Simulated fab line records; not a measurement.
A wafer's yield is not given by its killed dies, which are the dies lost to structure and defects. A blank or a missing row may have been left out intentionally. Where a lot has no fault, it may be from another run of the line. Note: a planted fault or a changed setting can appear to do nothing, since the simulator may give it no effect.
Problem report in the 8D (eight disciplines) form, filled by code	flow gf180mcu	the parts of the form that need people (team, actions taken, sign-off) are left out

== 1. PROBLEM STATEMENT ==
Across 6 wafers from 2 lots, MVPSD_RS at GF_VT_IMPLANT_RS_MEAS_49 averages 1195.5 ohm/sq, while fault-free wafers read 1167.9 ohm/sq with a standard deviation of 2.7. That puts it +10 standard deviations away from the usual mean.
The step: measures by four-point-probe.
Seen first at day 10 03:04 on film_metro-01, wafer L956.1. At this step, 33 wafers from 11 lots have a number in the record. Rule for "out", or "out of limits": more than 4 standard deviations from the usual mean. The rest of the wafers with a number are treated as sound.

== 2. WHAT IT IS, WHAT IT ISN'T ==
question	is	is not
which readings at this step	MVPSD_RS	-
which lots	L956, L961	L950, L951, L952, L953, L959, L964, L965, L966, L970
which wafers of those lots	all that have a number	-
read on which gauges	film_metro-01, film_metro-02	film_metro-04
when	from day 10 03:04	up to then (12 sound wafers); but 15 sound wafers of L959, L964, L965, L966, L970 came after

== 3. WHAT RULES OUT EACH SUSPECT ==
Counting: a tool stays on the suspect list if, at a process step up to the reading, it processed all lots that are out and no sound lot following the first of them.
- the gauge at GF_VT_IMPLANT_RS_MEAS_49: ruled out. Those wafers that are out were read across 2 gauges (film_metro-01, film_metro-02).
- implanter-01 at GF_MVPSD_IMPLANT_08: ruled out as a lasting fault. Sound lots L970 ran on it after its first lot that is out, L956 (day 7 06:47).
Left after counting: nothing in the record.

== 4. THE CAUSE (what the simulator had put in) ==
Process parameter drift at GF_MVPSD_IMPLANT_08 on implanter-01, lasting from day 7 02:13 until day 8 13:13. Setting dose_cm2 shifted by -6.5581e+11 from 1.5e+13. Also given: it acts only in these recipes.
The count ruled it out by mistake, since the rule takes a fault to strike every lot its tool runs from the start of the fault on, and this one did not do so.

== 5. SEQUENCE OF EFFECTS, ordered by route ==
Rows list readings where the struck wafers' mean (over those with a number) sits beyond 3 standard deviations from the usual. Readings are gone through only where the record gives a usual standard deviation; hours: the median, over the lots, of the time from a lot's start at the first step in this table giving one to that lot's start at this step; sigmas: the change measured in usual standard deviations.
hours	step	reading	usual	on struck wafers	change	sigmas
0	GF_MVPSD_IMPLANT_08	dose_ions_cm2	1.4997e+13	1.4332e+13	-6.6500e+11	-39
69	GF_VT_IMPLANT_RS_MEAS_49	MVPSD_RS	1167.9 ohm/sq	1195.5	+27.6	+10
The process steps in it:
- GF_MVPSD_IMPLANT_08

== 6. HOW IT WOULD HAVE BEEN CAUGHT EARLIER ==
73 hours passed between the start of the fault at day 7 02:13 and the first reading out of limits at a measuring or inspecting step in this record, taken at day 10 03:04.
At GF_MVPSD_IMPLANT_08, the tool's own readings (dose_ions_cm2) were out on each struck wafer the step has a row for, so an alarm limit on them would have fired on the first such wafer.
